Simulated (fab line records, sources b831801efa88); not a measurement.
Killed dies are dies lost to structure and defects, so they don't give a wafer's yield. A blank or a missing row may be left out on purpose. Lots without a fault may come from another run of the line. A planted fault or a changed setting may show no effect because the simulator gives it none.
Chamber matching | flow gf180mcu | GF_V2_CMP_04 on cmp-02: 4 sister chambers
The step polishes SiO2. 4 wafers are shown with their chamber, then 7 later ones without.

WAFERS WITH THEIR CHAMBER
wafer  | chamber | motor_current_A (A)
L346.3 | 3       | 10.2
L348.3 | 2       | 11.6
L351.2 | 0       | 10.3
L351.3 | 1       | 11.6

WAFERS WITHOUT THEIR CHAMBER
wafer  | motor_current_A (A)
L351.5 | 11.8
L352.1 | 10.7
L352.2 | 11.7
L352.3 | 10.7
L364.2 | 11.7
L364.4 | 10.5
L364.6 | 11.7

WHICH CHAMBER EACH WENT THROUGH
wafer  | from the rows above     | in truth
L351.5 | can't be placed: 1 or 2 | 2
L352.1 | can't be placed: 0 or 3 | 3
L352.2 | can't be placed: 1 or 2 | 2
L352.3 | can't be placed: 0 or 3 | 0
L364.2 | can't be placed: 1 or 2 | 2
L364.4 | can't be placed: 0 or 3 | 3
L364.6 | can't be placed: 1 or 2 | 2
Placed correctly: 0 of 7. Can't be placed from these rows: 7 (the true chamber is among the candidates in 7). Placed wrongly: 0.
How it was worked out, from the rows above alone: a wafer's distance from a chamber is the root of the sum, over the readings, of the square of ((its reading less the chamber's mean) divided by the reading's scatter). The wafer belongs to the nearest chamber; if the next one is less than 2 further off, it can't be placed. A chamber's mean is the mean of its shown wafers. The scatter: with one shown wafer a chamber, the root of the mean of the squares of how far each hidden wafer lies from its nearest shown one.
